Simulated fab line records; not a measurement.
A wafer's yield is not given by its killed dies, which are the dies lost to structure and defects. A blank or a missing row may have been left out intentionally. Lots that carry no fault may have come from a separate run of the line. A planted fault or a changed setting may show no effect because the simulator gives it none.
The tool behind it: which one? ; flow sky130 ; 45 wafers from 15 lots sampled at 3 of the route's 708 steps

WHAT EACH GAUGE READ, for each wafer
SKY_PWDE_TW_MEAS_10.
lot;measured;on;PWDE_TW
L391;day 3 23:13;film_metro-02;373.8 373.3 374.6
L392;day 4 03:01;film_metro-01;375.7 375.3 377.2
L394;day 4 11:56;film_metro-01;379.3 378.4 378.4
L395;day 4 17:00;film_metro-03;374.2 371.5 373.1
L396;day 5 19:27;film_metro-02;377.0 377.0 376.5
L399;day 5 22:54;film_metro-03;374.3 373.8 374.6
L397;day 5 23:30;film_metro-03;374.8 375.2 375.4
L401;day 6 04:47;film_metro-03;373.2 370.4 372.3
L400;day 6 05:09;film_metro-02;376.0 374.2 377.7
L402;day 6 14:46;film_metro-02;377.0 376.1 374.8
L410;day 8 21:42;film_metro-03;375.9 375.8 374.8
L411;day 9 02:27;film_metro-01;375.5 373.3 372.7
L412;day 9 05:07;film_metro-02;374.1 373.7 374.8
L413;day 9 05:33;film_metro-02;375.6 377.9 375.8
L414;day 9 09:59;film_metro-02;376.2 378.2 377.7

SKY_NWELL_RS_MEAS_29: measurement is done with a four-point probe.
lot;measured;on;NWELL_RS (ohm/sq)
L391;day 5 09:35;film_metro-02;625.0 626.0 626.1
L392;day 5 13:07;film_metro-03;627.2 628.9 628.3
L394;day 5 23:10;film_metro-02;626.2 626.4 626.7
L395;day 6 03:27;film_metro-01;625.0 623.7 625.0
L396;day 7 07:41;film_metro-02;624.8 627.3 625.8
L399;day 7 11:25;film_metro-01;624.6 625.7 626.2
L397;day 7 11:58;film_metro-02;625.1 624.9 624.7
L401;day 7 18:33;film_metro-03;627.5 627.5 626.3
L400;day 7 19:37;film_metro-01;626.9 625.2 624.9
L402;day 8 06:05;film_metro-01;622.9 624.1 622.6
L410;day 10 18:20;film_metro-02;626.5 625.3 624.5
L411;day 11 00:16;film_metro-03;651.6 652.4 652.8 651.4 652.7 652.4
L412;day 11 03:43;film_metro-01;649.9 650.2 651.0 651.2 650.6 651.2
L413;day 11 04:16;film_metro-01;650.5 651.6 651.2 649.0 650.8 651.3
L414;day 11 08:03;film_metro-01;626.3 626.7 628.5

TOOL THAT RAN EACH LOT (tool first, then ch and the chambers of the sampled wafers, then the start)
lot;SKY_NWELL_IMPLANT_13
L391;implanter-04 ch 0, day 4 15:50
L392;implanter-01 ch 0, day 4 19:27
L394;implanter-04 ch 0, day 5 04:32
L395;implanter-04 ch 0, day 5 09:50
L396;implanter-02 ch 0, day 6 12:37
L399;implanter-01 ch 0, day 6 16:07
L397;implanter-04 ch 0, day 6 17:07
L401;implanter-01 ch 0, day 6 22:46
L400;implanter-04 ch 0, day 6 23:25
L402;implanter-01 ch 0, day 7 09:25
L410;implanter-02 ch 0, day 9 18:28
L411;implanter-02, day 10 00:51
L412;implanter-02, day 10 03:53
L413;implanter-04, day 10 04:32
L414;implanter-02 ch 0, day 10 08:30
- SKY_NWELL_IMPLANT_13

WHAT THE TOOLS THEMSELVES READ (means of the sampled wafers that have a number; where no wafer has one, the mark that the record gives instead)
SKY_NWELL_IMPLANT_13.
lot;tool;beam_energy_keV;beam_on_s (s)
L391;implanter-04;49.987;10.24
L392;implanter-01;50.000;9.84
L394;implanter-04;50.004;10.05
L395;implanter-04;49.990;10.10
L396;implanter-02;50.013;9.86
L399;implanter-01;50.019;9.95
L397;implanter-04;50.006;10.04
L401;implanter-01;50.003;9.94
L400;implanter-04;49.991;9.93
L402;implanter-01;50.001;9.97
L410;implanter-02;49.998;10.21
L411;implanter-02;-;-
L412;implanter-02;-;-
L413;implanter-04;-;-
L414;implanter-02;49.999;10.05

THE ANSWER, worked out from the rows above alone
Rule: the lots themselves supply what counts as usual. The widest of any qualifying gaps counts: lots, ordered by their means at a reading, are off when they make up no more than a third of the lots, leave a main group of 4 or more, and stand apart from it by 3 or more times the standard deviation of that group's means. If all means in a main group match to the digits the tables above print for the reading, that group is not used. A lot without any number at a reading at which 4 lots or more have one is off too. Where the step has rows for the other lots, those lots are counted as sound. The gauges are gone through in route order, then the tools' own readings, and for those a lot's mean is taken as printed above. At the first step where some lot is off, the reading lying furthest off is the one used; lots without a number count as furthest.
Off: at SKY_NWELL_RS_MEAS_29 (NWELL_RS), L411, L412, L413. Mean 625.8 ohm/sq and standard deviation 1.3 in the main group.
If a tool, at a process step before that reading, ran all the lots that are off and no sound lot after the first of them, it fits. Not tried: the gauges at SKY_NWELL_RS_MEAS_29; whatever is off there is also off at SKY_NWELL_IMPLANT_13, on other tools, and gauge error can't account for it. No candidate that was tried fits.

WHAT THE SIMULATOR HAD INSERTED
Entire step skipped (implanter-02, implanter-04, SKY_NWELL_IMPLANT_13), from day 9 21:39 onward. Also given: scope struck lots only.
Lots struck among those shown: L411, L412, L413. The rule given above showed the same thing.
